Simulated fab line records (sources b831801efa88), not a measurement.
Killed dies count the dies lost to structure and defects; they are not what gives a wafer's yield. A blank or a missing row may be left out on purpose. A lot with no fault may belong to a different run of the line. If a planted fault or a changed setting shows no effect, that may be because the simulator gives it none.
A lot that was struck, set against a sound lot	flow gf180mcu	15 out of 602 route steps
Sound: these wafers, L606.3, L606.5, L606.6. Wafers struck: L608.1, L608.4, L608.6. The cause is given at the end.
For every step that has rows: the tool of each side, followed by ch and its chambers, followed by its first start. Under that, the readings that differ: sound wafers	struck wafers	difference of the means	sigmas: that difference in standard deviations of wafers without a fault.
alike: same words and numbers on both sides, and readings whose means sit less than 2 such deviations apart. not compared: any withheld reading, any reading some wafer has no value for, any bound like >300 that may hide the same value, and any number with overlapping values for which the record gives no deviation.
A row with sigmas, a row that says differs or no value, or rows on one side alone: a step with any of these is where the two part. When numbers do not overlap yet have no deviation, they are printed without sigmas and do not part them. A reading missing from all wafers of one side parts the sides only when that side holds two or more wafers.

first, 5 steps without rows for these wafers: GF_V1_COAT_09 (resist thk 1000 nm); GF_V1_SOFTBAKE_10 (time 60 s); GF_V1_EXPOSE_11 (exposes mask Via1, target cd 260 nm); GF_V1_PEB_12 (peb time 90 s); GF_V1_DEVELOP_13 (develop time 60 s).
GF_V1_CD_MEAS_14 targets a cd of 260 nm.
  sound: cd_sem-01 at day 20 21:56; struck: cd_sem-01 at day 21 09:43
  alike: cd_nm
GF_V1_OVL_MEAS_15:
  sound: overlay-01 at day 20 22:01; struck: overlay-01 at day 21 09:50
  alike: V1_OVL
GF_V1_ETCH_16: etches BARC in N2/H2.
  sound on rie_diel-03 ch 0,1, day 20 22:02; struck on rie_diel-03 ch 0,1,3, day 21 09:52
  alike: drypump_motor_current_A, n2_flow_sccm, oes_product_au, throttle_valve_pct
GF_V1_ETCH_17: etches SiO2 in C4F8/O2/Ar, stops on TiN, target depth 630 nm.
  sound on rie_diel-03 ch 0,1; struck on rie_diel-03 ch 0,1,3
  alike: oes_product_au
GF_V1_STRIP_18: strips in O2/N2.
  sound on plasma_asher-01 ch 0,1, day 20 22:13; struck on plasma_asher-01 ch 0, day 21 09:59
  alike: drypump_motor_current_A, heater_power_w, n2_flow_sccm, o2_flow_sccm, oes_product_au
  not compared: rf_hours_counter_h
then, 2 steps without rows for these wafers: GF_V1_STRIP_19 (strips in post etch residue remover, time 1200 s); GF_V1_CLEAN_20 (cleans in DIW).
GF_V1_SPUTTER_21: material Ti, target thk 15 nm, time 80.02 s.
  sound: pvd_sputter-03 at day 20 22:43; struck: pvd_sputter-01 at day 21 10:31
reading	sound	struck	difference	sigmas
model.Ti_of_V1_SPUTTER_21.thk_nm (nm)	15.2 14.85 15.08	23.38 23.18 23.45	+8.29	
  alike: throttle_valve_pct
GF_V1_SPUTTER_22: material TiN, target thk 10 nm, time 40 s.
  sound: pvd_sputter-03 at day 20 22:46; struck: pvd_sputter-01 at day 21 10:35
  alike: throttle_valve_pct
after that, 1 step had no rows for these wafers: GF_PASSIVATION_PROBE_99.

## WHERE THEY PART
Nowhere in this record.

WHY: whatever the simulator had introduced
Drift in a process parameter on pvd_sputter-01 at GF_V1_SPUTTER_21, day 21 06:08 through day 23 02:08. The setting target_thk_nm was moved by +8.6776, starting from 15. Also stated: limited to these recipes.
